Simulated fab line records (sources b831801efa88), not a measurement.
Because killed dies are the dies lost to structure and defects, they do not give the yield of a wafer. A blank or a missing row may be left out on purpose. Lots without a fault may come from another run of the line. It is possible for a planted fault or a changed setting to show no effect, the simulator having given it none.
Chamber matching / flow sky130 / rie diel-03 running SKY_METAL3_ETCH_17: 4 sister chambers
The step etches SiO2 in C4F8/O2/Ar, stops on TiN, time 3.9 s, target depth 15 nm. 8 wafers are shown with their chamber, then 12 later ones without.

== WAFERS PAIRED WITH THEIR CHAMBERS ==
wafer=L085.5; chamber=3; oes product au (a.u.)=0.764
wafer=L084.4; chamber=3; oes product au (a.u.)=0.755
wafer=L086.1; chamber=1; oes product au (a.u.)=0.742
wafer=L086.3; chamber=0; oes product au (a.u.)=0.750
wafer=L086.4; chamber=2; oes product au (a.u.)=0.762
wafer=L089.2; chamber=0; oes product au (a.u.)=0.749
wafer=L089.3; chamber=2; oes product au (a.u.)=0.757
wafer=L089.4; chamber=1; oes product au (a.u.)=0.758

== WAFERS WITHOUT THEIR CHAMBER ==
wafer=L087.1; oes product au (a.u.)=0.746
wafer=L087.3; oes product au (a.u.)=0.751
wafer=L087.4; oes product au (a.u.)=0.770
wafer=L090.2; oes product au (a.u.)=0.747
wafer=L090.3; oes product au (a.u.)=0.766
wafer=L090.4; oes product au (a.u.)=0.768
wafer=L093.3; oes product au (a.u.)=0.757
wafer=L093.4; oes product au (a.u.)=0.761
wafer=L093.5; oes product au (a.u.)=0.763
wafer=L096.4; oes product au (a.u.)=0.748
wafer=L096.5; oes product au (a.u.)=0.762
wafer=L096.6; oes product au (a.u.)=0.761

== EACH ONE'S CHAMBER ==
wafer=L087.1; from the rows above=can't be placed: 0 or 1 or 2 or 3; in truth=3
wafer=L087.3; from the rows above=can't be placed: 1 or 0 or 2 or 3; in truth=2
wafer=L087.4; from the rows above=can't be placed: 2 or 3 or 1 or 0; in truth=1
wafer=L090.2; from the rows above=can't be placed: 0 or 1 or 2 or 3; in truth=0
wafer=L090.3; from the rows above=can't be placed: 2 or 3 or 1 or 0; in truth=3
wafer=L090.4; from the rows above=can't be placed: 2 or 3 or 1 or 0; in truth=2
wafer=L093.3; from the rows above=can't be placed: 2 or 3 or 1 or 0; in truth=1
wafer=L093.4; from the rows above=can't be placed: 2 or 3 or 1 or 0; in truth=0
wafer=L093.5; from the rows above=can't be placed: 2 or 3 or 1 or 0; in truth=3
wafer=L096.4; from the rows above=can't be placed: 0 or 1 or 2 or 3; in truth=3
wafer=L096.5; from the rows above=can't be placed: 2 or 3 or 1 or 0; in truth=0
wafer=L096.6; from the rows above=can't be placed: 2 or 3 or 1 or 0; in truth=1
0 of 12 placed correctly. From these rows, 12 cannot be placed; in 12 the true chamber is one of the candidates. 0 placed wrongly.
How it was worked out, from the rows above alone: a wafer's distance from a chamber is the root of the sum, over the readings, of the square of ((its reading less the chamber's mean) divided by the reading's scatter). If the next closest chamber is less than 2 further off than the closest, the wafer can't be placed; otherwise it belongs to the closest. The mean given for a chamber averages the wafers shown for that chamber. The scatter is the square root of a quotient: the sum, over the shown wafers, of each reading's squared deviation from its chamber's mean, divided by wafers minus chambers.
